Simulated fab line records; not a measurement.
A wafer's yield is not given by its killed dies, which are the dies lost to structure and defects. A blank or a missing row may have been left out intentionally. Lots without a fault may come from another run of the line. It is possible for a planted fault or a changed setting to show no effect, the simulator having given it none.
Struck lot and sound lot, side by side    flow sfq line    42 out of 325 route steps
Sound: the wafers L307.1, L307.3, L307.5. Wafers L303.3, L303.4, L303.5 were the ones struck. The cause comes at the end.
Per side, at each step with rows, come the tool, then ch with its chambers, and then its first start. Under that, the readings that differ: sound wafers    struck wafers    difference of the means    sigmas: that difference in standard deviations of wafers without a fault.
alike: a reading whose means differ by less than 2 such deviations, as well as words and numbers matching on both sides. not compared: withheld readings; readings where some wafer has no value; bounds like >300 that might hide an equal value; numbers whose values overlap and for which the record gives no deviation.
A row with sigmas, a row that says differs or no value, or rows on one side alone: a step with any of these is where the two part. Numbers that don't overlap but have no deviation are shown without sigmas and don't part them. A reading missing from all wafers of one side parts the sides only when that side holds two or more wafers.

SFQ_TRILAYER_L0_ETCH_METAL_ETCH_008: etches MoNx KI in SF6/O2, stops on SiO2, target depth 50 nm, time 25 s.
  sound on rie metal-02 ch 0,1, day 7 05:29; struck on rie metal-03 ch 0,1, day 6 06:41
  alike: bias w, chamber pressure mTorr, drypump motor current A, oes product au
  not compared: rf hours counter h
then, 2 steps without rows for these wafers: SFQ_TRILAYER_L0_STRIP_STRIP_009 (strips in O2); SFQ_TRILAYER_L0_STRIP_SOLV_CLEAN_010 (cleans in NMP, time 600 s).
SFQ_TRILAYER_L0_CAP_PECVD_011: deposits SiO2 from SiH4/N2O, time 13.333 s, target thk 60 nm.
  sound on pecvd-03 ch 0,1,2, day 7 06:19; struck on pecvd-03 ch 0,1,2, day 6 07:30
  alike: heater power outer w, heater power w, throttle valve pct
then, 6 steps without rows for these wafers: SFQ_TRILAYER_L0_VIA_LITHO_COAT_018 (resist thk 62 nm); SFQ_TRILAYER_L0_VIA_LITHO_COAT_013 (resist thk 650 nm); SFQ_TRILAYER_L0_VIA_LITHO_SOFTBAKE_017; SFQ_TRILAYER_L0_VIA_LITHO_EXPOSE_014 (exposes mask L0V, target cd 700 nm); SFQ_TRILAYER_L0_VIA_LITHO_PEB_016 (peb time 60 s); SFQ_TRILAYER_L0_VIA_LITHO_DEVELOP_015 (time 60 s).
-- the record jumps here: 2 days lie between the struck wafers' starts before and after --
SFQ_L0V_OVL_MEAS_903:
  struck on overlay-01, day 8 07:56; sound on overlay-01, day 9 11:32
  alike: L0V_OVL
then, 1 step without rows for these wafers: SFQ_TRILAYER_L0_VIA_BARC_OPEN_VIA_ETCH_021 (etches BARC in O2, target depth 125 nm, time 41.7 s).
SFQ_TRILAYER_L0_VIA_ETCH_VIA_ETCH_016: etches SiO2 in CHF3, stops on MoNx KI, target depth 80 nm.
  sound on rie diel-04 ch 0,1,2, day 9 11:37; struck on rie diel-04 ch 0,1,3, day 8 07:59
  no value came back on the struck wafers for bias w (W), chamber pressure mTorr (mTorr), drypump motor current A (A), oes product au (a.u.); on the sound wafers bias w (W) reads 79.73 79.63 79.83
reading                                                  sound              struck             difference  sigmas
model.KrF_of_TRILAYER_L0_VIA_LITHO_COAT_013.thk nm (nm)  559.9 557.6 559.9  576.7 573.6 576.9  +16.6       
SFQ_TRILAYER_L0_VIA_STRIP_STRIP_017: strips in O2.
  sound on rie metal-04 ch 0,1, day 9 11:40; struck on rie metal-04 ch 0,1, day 8 08:18
  alike: drypump motor current A, oes product au
  not compared: rf hours counter h
then, 3 steps without rows for these wafers: SFQ_TRILAYER_L0_VIA_STRIP_SOLV_CLEAN_018 (cleans in NMP, time 600 s); SFQ_TRILAYER_M0_DEP_PRE_CLEAN_020 (time 15 s); SFQ_TRILAYER_M0_DEP_SPUTTER_019 (material Nb, target thk 200 nm, time 133.3 s).
SFQ_M0_RS_MEAS_904: a four-point-probe measurement.
  struck on film metro-02, day 8 09:10; sound on film metro-04, day 9 12:34
reading            sound              struck             difference  sigmas
M0_NB_RS (ohm/sq)  0.904 0.899 0.899  0.880 0.884 0.881  -0.019      -3
then, 6 steps without rows for these wafers: SFQ_TRILAYER_M0_LITHO_COAT_026 (resist thk 62 nm); SFQ_TRILAYER_M0_LITHO_COAT_021 (resist thk 600 nm); SFQ_TRILAYER_M0_LITHO_SOFTBAKE_025; SFQ_TRILAYER_M0_LITHO_EXPOSE_022 (exposes mask M0, target cd 500 nm); SFQ_TRILAYER_M0_LITHO_PEB_024 (peb time 60 s); SFQ_TRILAYER_M0_LITHO_DEVELOP_023 (time 60 s).
-- the record jumps here: 2 days lie between the struck wafers' starts before and after --
SFQ_M0_OVL_MEAS_906:
  struck on overlay-02, day 10 16:21; sound on overlay-02, day 11 20:41
  alike: M0_OVL
then, 1 step without rows for these wafers: SFQ_TRILAYER_M0_BARC_OPEN_METAL_ETCH_031 (etches BARC in O2, target depth 125 nm, time 41.7 s).
SFQ_TRILAYER_M0_ETCH_METAL_ETCH_024: etches Nb in Cl2/Ar, stops on SiO2, target depth 240 nm, time 120 s.
  sound on rie metal-04 ch 0, day 11 20:48; struck on rie metal-04 ch 0,1, day 10 16:29
  alike: bias w, chamber pressure mTorr, drypump motor current A, oes product au
  not compared: rf hours counter h
then, 2 steps without rows for these wafers: SFQ_TRILAYER_M0_STRIP_STRIP_025 (strips in O2); SFQ_TRILAYER_M0_STRIP_SOLV_CLEAN_026 (cleans in NMP, time 600 s).
SFQ_TRILAYER_I0_DEP_PECVD_027: deposits SiO2 from SiH4/N2O, time 111.11 s, target thk 500 nm.
  sound on pecvd-04 ch 0,1,2, day 11 21:57; struck on pecvd-02 ch 0,1, day 10 17:20
  alike: heater power outer w, heater power w, throttle valve pct
then, 1 step without rows for these wafers: SFQ_TRILAYER_I0_CMP_CMP_028 (polishes SiO2).
SFQ_I0_BOW_MEAS_907:
  struck on film metro-03, day 11 13:20; sound on film metro-01, day 12 11:01
  alike: I0_BOW
then, 7 steps without rows for these wafers: SFQ_TRILAYER_I0_METRO_MEASURE_029; SFQ_TRILAYER_I0_VIA_LITHO_COAT_036 (resist thk 60.99 nm); SFQ_TRILAYER_I0_VIA_LITHO_COAT_031 (resist thk 650 nm); SFQ_TRILAYER_I0_VIA_LITHO_SOFTBAKE_035; SFQ_TRILAYER_I0_VIA_LITHO_EXPOSE_032 (exposes mask I0, target cd 500 nm); SFQ_TRILAYER_I0_VIA_LITHO_PEB_034 (peb time 60 s); SFQ_TRILAYER_I0_VIA_LITHO_DEVELOP_033 (time 60 s).
-- the record jumps here: 2 days lie between the struck wafers' starts before and after --
SFQ_I0_OVL_MEAS_908:
  struck on overlay-01, day 13 16:08; sound on overlay-01, day 15 00:37
  alike: I0_OVL
then, 1 step without rows for these wafers: SFQ_TRILAYER_I0_VIA_BARC_OPEN_VIA_ETCH_046 (etches BARC in O2, target depth 125 nm, time 41.7 s).
-- the record jumps here: 65 days lie between the struck wafers' starts before and after --
SFQ_M8_BOW_MEAS_951:
  struck on film metro-01, day 78 15:09; sound on film metro-01, day 80 06:17
reading                   sound              struck             difference  sigmas
model.etest.l0v.link ohm  44.58 44.12 43.91  1e+06 1e+06 1e+06  +1e+06      
  alike: M8_BOW

== WHERE THEY PART ==
Last at SFQ_M0_RS_MEAS_904 as far as this record goes, first at SFQ_TRILAYER_L0_VIA_ETCH_VIA_ETCH_016. Later steps at which nothing parts them and some readings are alike: SFQ_M0_OVL_MEAS_906, SFQ_TRILAYER_M0_ETCH_METAL_ETCH_024, SFQ_TRILAYER_I0_DEP_PECVD_027, SFQ_I0_BOW_MEAS_907, SFQ_I0_OVL_MEAS_908, SFQ_M8_BOW_MEAS_951.

WHY: what the simulator had put in
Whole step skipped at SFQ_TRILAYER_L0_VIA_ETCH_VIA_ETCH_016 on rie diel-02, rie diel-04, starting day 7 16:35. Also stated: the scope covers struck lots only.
